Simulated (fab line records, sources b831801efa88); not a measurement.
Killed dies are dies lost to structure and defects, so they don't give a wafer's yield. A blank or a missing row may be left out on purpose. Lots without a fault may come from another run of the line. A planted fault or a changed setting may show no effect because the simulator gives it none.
A struck lot beside a sound one | flow sky130 | 17 steps out of a route of 708
Sound: wafers L473.1, L473.2, L473.6. Struck: wafers L484.3, L484.4, L484.5. The cause comes at the end.
At each step with rows: each side's tool, then ch and its chambers, then its first start. Under that, the readings that differ: sound wafers | struck wafers | difference of the means | sigmas: that difference in standard deviations of wafers without a fault.
alike: readings whose means differ by less than 2 such deviations, and words and numbers that are the same on both sides. not compared: withheld readings, readings that some wafer has no value for, bounds like >300 that may hide the same value, and numbers for which the record gives no deviation and whose values overlap.
The two part at a step that has a row with sigmas, a row that says differs or no value, or rows on one side only. Numbers that don't overlap but have no deviation are shown without sigmas and don't part them. A reading that every wafer of one side lacks parts them only if that side has two wafers or more.

first, 1 step without rows for these wafers: SKY_VT_ADJUST_LVTN_IMPLANT_19.
SKY_VT_ADJUST_LVTN_STRIP_20: strips in O2/N2.
  sound on plasma_asher-02 ch 0,1, day 9 22:17; struck on plasma_asher-02 ch 0,1, day 13 13:33
  alike: drypump_motor_current_A, oes_product_au, strip_time_to_endpoint_s
  not compared: rf_hours_counter_h
SKY_VT_ADJUST_LVTN_TW_MEAS_21:
  sound on film_metro-03, day 9 22:23; struck on film_metro-03, day 13 13:38
  alike: VT_ADJUST_LVTN_2_TW
then, 7 steps without rows for these wafers: SKY_VT_ADJUST_NCORE_DEHYDRATE_00 (time 60 s); SKY_VT_ADJUST_NCORE_HMDS_01 (prime time 60 s); SKY_VT_ADJUST_NCORE_COAT_02 (resist thk 1140 nm); SKY_VT_ADJUST_NCORE_SOFTBAKE_03 (time 60 s); SKY_VT_ADJUST_NCORE_EXPOSE_04 (exposes mask LVTN COMPLEMENT THIN, target cd 380 nm); SKY_VT_ADJUST_NCORE_PEB_05; SKY_VT_ADJUST_NCORE_DEVELOP_06 (develop time 60 s).
SKY_VT_ADJUST_NCORE_CD_MEAS_07: target cd 380 nm.
  sound on cd_sem-01, day 10 21:15; struck on cd_sem-01, day 14 15:56
  alike: cd_nm
SKY_VT_ADJUST_NCORE_OVL_MEAS_08:
  sound on overlay-02, day 10 21:22; struck on overlay-02, day 14 16:01
  alike: VT_ADJUST_NCORE_OVL
SKY_VT_ADJUST_NCORE_IMPLANT_09:
  sound on implanter-04 ch 0, day 10 21:25; struck on implanter-03 ch 0, day 14 16:05
  reading                   | sound                 | struck               | difference | sigmas
  beam_energy_keV           | 10.0000 10.006 9.9989 | 7.6430 7.6436 7.6422 | -2.3587    | -99 or more
  model.implant.rp_nm (nm)  | 33.3 33.3 33.3        | 26.26 26.26 26.26    | -7.04      |
  model.implant.drp_nm (nm) | 17.11 17.11 17.11     | 14.18 14.18 14.18    | -2.93      |
SKY_VT_ADJUST_NCORE_STRIP_10: strips in O2/N2.
  sound on plasma_asher-02 ch 0,1, day 10 21:34; struck on plasma_asher-02 ch 0,1, day 14 16:13
  alike: drypump_motor_current_A, oes_product_au, strip_time_to_endpoint_s
  not compared: rf_hours_counter_h
SKY_VT_ADJUST_NCORE_TW_MEAS_11:
  sound on film_metro-02, day 10 21:40; struck on film_metro-01, day 14 16:19
  reading            | sound             | struck            | difference | sigmas
  VT_ADJUST_NCORE_TW | 218.1 216.5 216.5 | 205.7 206.4 205.3 | -11.2      | -7
then, 1 step without rows for these wafers: SKY_VT_ADJUST_HVTR_DEHYDRATE_00 (time 60 s).
-- the record jumps here: 36 days lie between the struck wafers' starts before and after (it left off in module VT_ADJUST_HVTR and takes up again in module PAD_OPEN, whose first step shown is number 708 of the route) --
SKY_PAD_OPEN_PROBE_99:
  sound on prober-01, day 48 06:16; struck on prober-02, day 51 02:14
  reading                                    | sound                        | struck                       | difference | sigmas
  model.etest.nfet_16v.r_on_ohm_um           | 1.423e+04 1.43e+04 1.411e+04 | 1.37e+04 1.377e+04 1.372e+04 | -4.83e+02  |
  model.etest.res_pwell_under_gate.rs_ohm_sq | 2300 2303 2296               | 2316 2309 2325               | +17        |
  model.etest.pfet_g5v0d10v5.off_log10_a_um  | -12.42 -12.52 -12.43         | -13.22 -13.21 -13.58         | -0.88      |
  model.etest.pfet_g5v0d10v5.vt_sat_v (V)    | -0.6168 -0.6373 -0.629       | -0.6911 -0.7064 -0.7336      | -0.0827    |
  model.etest.pfet_16v.vt_v (V)              | -1.098 -1.105 -1.1           | -1.159 -1.161 -1.177         | -0.065     |
  model.etest.pfet_g5v0d10v5.vt_v (V)        | -0.8236 -0.8439 -0.8326      | -0.865 -0.8744 -0.9046       | -0.048     |
  model.etest.pfet_g5v0d10v5.vt_long_v (V)   | -0.9331 -0.9416 -0.9279      | -0.9846 -0.9853 -0.9977      | -0.0550    |
  model.etest.nfet_g5v0d10v5.body_rise_v (V) | 0.671 0.6728 0.67            | 0.6587 0.6626 0.6629         | -0.0099    |
  alike: killed_at_M0_to_M3, killed_at_M4_up, killed_at_contacts, killed_at_front_end, killed_at_other, killed_dies, killed_open, killed_short

WHERE THEY PART
First at SKY_VT_ADJUST_NCORE_IMPLANT_09; last, within this record, at SKY_VT_ADJUST_NCORE_TW_MEAS_11. Later steps at which nothing parts them and some readings are alike: SKY_PAD_OPEN_PROBE_99.

WHY: what the simulator had put in
Process parameter drift: implanter-03, from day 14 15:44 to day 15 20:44, at SKY_VT_ADJUST_NCORE_IMPLANT_09. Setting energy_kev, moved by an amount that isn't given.
